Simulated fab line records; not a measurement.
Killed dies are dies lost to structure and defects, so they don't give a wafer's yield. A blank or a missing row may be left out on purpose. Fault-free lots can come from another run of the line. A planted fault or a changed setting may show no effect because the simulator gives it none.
Problem report in the 8D (eight disciplines) form, filled by code / flow gf180mcu / the parts of the form that need people (team, actions taken, sign-off) are left out

## 1. PROBLEM STATEMENT
spin_speed_rpm at GF_PSD_COAT_02 reads a mean of 2870.9 rpm on 6 wafers of 2 lots; wafers without a fault read 2999.9 rpm with a standard deviation of 2. That puts it -64 standard deviations away from the usual mean.
The step: resist thk 1000 nm.
Earliest sighting: wafer L864.2 on litho_track-02 at day 17 10:07. Wafers with a number at this step in the record: 36, from 12 lots. By rule, "out" or "out of limits" means more than 4 standard deviations away from the usual mean. All remaining wafers that have a number are taken as sound.

## 2. WHAT IT IS; WHAT IT IS NOT
question=which readings at this step | is=spin_speed_rpm | is not=-
question=which lots | is=L864, L866 | is not=L854, L856, L857, L858, L861, L871, L874, L875, L876, L877
question=which wafers of those lots | is=all that have a number | is not=-
question=read on which tools | is=litho_track-02 | is not=litho_track-01, litho_track-04
question=when | is=from day 17 10:07 | is not=up to then (15 sound wafers); but 15 sound wafers of L871, L874, L875, L876, L877 came after

## 3. THE SUSPECTS, EACH WITH WHAT RULES IT OUT
Counting: a tool at a process step up to the reading stays a suspect if it ran every lot that is out and no sound lot after the first of them.
- litho_track-02 at GF_PSD_COAT_02 (resist thk 1000 nm): ruled out as a lasting fault. The sound lots L874, L876, L877 went through it after L864, its earliest lot that is out (day 17 10:07).
Left after counting: nothing in the record.

## 4. THE CAUSE (what the simulator had put in)
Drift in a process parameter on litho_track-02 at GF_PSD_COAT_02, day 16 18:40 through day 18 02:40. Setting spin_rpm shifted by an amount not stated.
Counting ruled it out, wrongly.

## 5. SEQUENCE OF EFFECTS, ordered by route
Each row: a reading whose mean over the struck wafers that have a number lies more than 3 standard deviations from the usual. Only readings for which the record gives a usual standard deviation are gone through. hours: the time from each lot's start at the first step in this table that gives one to its start at this step, as a median over the lots. sigmas: the change in usual standard deviations.
hours=0; step=GF_PSD_COAT_02; reading=spin_speed_rpm; usual=2999.9 rpm; on struck wafers=2870.9; change=-129.0; sigmas=-64
hours=12; step=GF_PSD_STRIP_10; reading=strip_time_to_endpoint_s; usual=16.54 s; on struck wafers=16.80; change=+0.26; sigmas=+8.0
Here are the process steps it includes:
- GF_PSD_COAT_02: resist thk 1000 nm.
- GF_PSD_STRIP_10: strips in O2/N2.
At these later measuring or inspecting steps, every struck wafer for which the step has a row has a number for every such reading, and none has moved that far: GF_M1_RS_MEAS_05.

## 6. HOW IT WOULD HAVE BEEN CAUGHT EARLIER
First out-of-limits reading in this record: day 17 10:07, which is 15 hours after fault onset at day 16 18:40.
